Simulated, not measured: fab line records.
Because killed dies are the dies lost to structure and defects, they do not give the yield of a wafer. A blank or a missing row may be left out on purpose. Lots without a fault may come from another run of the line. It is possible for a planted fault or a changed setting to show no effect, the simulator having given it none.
Which of the tools did it? + flow gf180mcu + 6 lots with 18 wafers sampled at 3 steps, on a route of 602 steps

WHAT THE GAUGES SHOWED, per wafer
GF_V5_THK_MEAS_03.
| lot  | measured     | on            | V5_CVD_02_THK (nm) |
|------|--------------|---------------|--------------------|
| L487 | day 26 04:39 | film metro-03 | 1394 1449 1430     |
| L490 | day 27 20:34 | film metro-02 | 1448 1428 1444     |
| L492 | day 29 02:59 | film metro-04 | 1427 1469 1442     |
| L496 | day 29 14:59 | film metro-02 | 1440 1435 1435     |
| L498 | day 30 05:19 | film metro-04 | 1432 1465 1466     |
| L505 | day 32 02:08 | film metro-02 | 1462 1458 1479     |

TOOL THAT RAN EACH LOT (tool first, then ch and the chambers of the sampled wafers, then the start)
| lot  | GF_CONTACT_ETCH_16                 | GF_MIM_SPUTTER_02            |
|------|------------------------------------|------------------------------|
| L487 | rie diel-01 ch 0,1,2, day 16 13:02 | pvd sputter-02, day 24 23:32 |
| L490 | rie diel-03 ch 0,2,3, day 17 13:23 | pvd sputter-02, day 26 02:51 |
| L492 | rie diel-01 ch 0,2, day 18 23:17   | pvd sputter-04, day 27 10:03 |
| L496 | rie diel-01 ch 0,1,2, day 19 19:35 | pvd sputter-02, day 27 22:19 |
| L498 | rie diel-03 ch 1,2, day 20 08:59   | pvd sputter-02, day 28 14:18 |
| L505 | rie diel-03 ch 0,1,3, day 23 01:08 | pvd sputter-04, day 30 12:37 |
- GF_CONTACT_ETCH_16: etches BARC in N2/H2.
- GF_MIM_SPUTTER_02: material AlCu, target thk 450 nm, time 23.9 s.

THE ANSWER, worked out from the rows above alone
Rule: the lots themselves supply what counts as usual. Put in order of their means at a reading, lots are off if they are a third of the lots or fewer, leave a main group of 4 or more, and stand apart from it by a gap of 3 or more times the standard deviation of the main group's means; of several such gaps the widest counts. A main group whose means are all the same, to the digits that the tables above print for the reading, isn't used. Also off: a lot with no number at a reading for which 4 or more lots have one. The other lots that the step has rows for count as sound.
None of the lots is off at any reading shown; this tells nothing.

WHAT THE SIMULATOR HAD INSERTED
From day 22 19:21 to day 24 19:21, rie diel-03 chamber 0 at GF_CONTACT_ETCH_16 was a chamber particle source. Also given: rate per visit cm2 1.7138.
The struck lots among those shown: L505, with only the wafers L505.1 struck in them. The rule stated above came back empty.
